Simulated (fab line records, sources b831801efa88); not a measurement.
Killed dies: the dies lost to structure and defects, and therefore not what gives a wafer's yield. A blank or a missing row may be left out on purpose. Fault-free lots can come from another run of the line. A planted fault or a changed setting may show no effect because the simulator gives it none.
2 desks, one fault :: flow gf180mcu :: each desk holds nothing but its own numbers, with what lay behind them at the end

## THE TOOL OWNER'S DESK: rieDiel-03
The tool's own readings at GF_STI_ETCH_13 (etches the open film in CHF3/O2, stops on Si, target depth 282.31 nm, time 112.9 s): means of the sampled wafers that have a number, for each lot that ran on this tool. Marked OUT: a lot whose mean sits more than 4 standard deviations from the usual mean, which makes it out of limits; the brackets give that distance.
Columns: A = O2_flow_sccm at GF_STI_ETCH_13, usual 4.998 sccm; B = drypumpMotorCurrentA at GF_STI_ETCH_13, usual 5.7 A; C = oesProductAu at GF_STI_ETCH_13, usual 0.833 a.u.; D = throttleValvePct at GF_STI_ETCH_13, usual 8.809 %
lot: L305
first seen here: day 3 04:37
A: 4.988
B: 5.8
C: 0.837
D: 8.802

lot: L311
first seen here: day 4 11:01
A: 4.985
B: 5.6
C: 0.834
D: 8.802

lot: L316
first seen here: day 5 12:01
A: 4.995
B: 5.6
C: 0.825
D: 8.813

lot: L318
first seen here: day 5 22:31
A: 4.999
B: 6.0
C: 0.825
D: 8.818
Result from this desk: across the 4 lots, nothing is out of limits.

## METROLOGY DESK
What the gauges read for every lot (on any tool): the sampled wafers with a number, averaged. Marked OUT: a lot whose mean sits more than 4 standard deviations from the usual mean, which makes it out of limits; the brackets give that distance.
Columns: A = cdNm at GF_V1_CD_MEAS_14, usual 259.9 nm
lot: L300
first seen here: day 18 04:28
A: 258.3

lot: L301
first seen here: day 18 17:16
A: 259.5

lot: L303
first seen here: day 19 15:19
A: 258.2

lot: L304
first seen here: day 19 23:33
A: 258.0

lot: L305
first seen here: day 20 13:34
A: 261.5

lot: L308
first seen here: day 21 12:58
A: 261.1

lot: L311
first seen here: day 22 16:23
A: 260.9

lot: L316
first seen here: day 24 07:01
A: 260.2

lot: L317
first seen here: day 24 13:37
A: 258.1

lot: L318
first seen here: day 24 22:09
A: 259.2

lot: L319
first seen here: day 25 01:56
A: 260.6

lot: L322
first seen here: day 26 03:07
A: 261.9

lot: L323
first seen here: day 26 07:16
A: 261.4
Result from this desk: across the 13 lots, nothing is out of limits.

## ALL TOGETHER
The desk of the tool owner found nothing out of limits.
The metrology desk saw nothing out of limits.

## WHAT THE SIMULATOR HAD INSERTED
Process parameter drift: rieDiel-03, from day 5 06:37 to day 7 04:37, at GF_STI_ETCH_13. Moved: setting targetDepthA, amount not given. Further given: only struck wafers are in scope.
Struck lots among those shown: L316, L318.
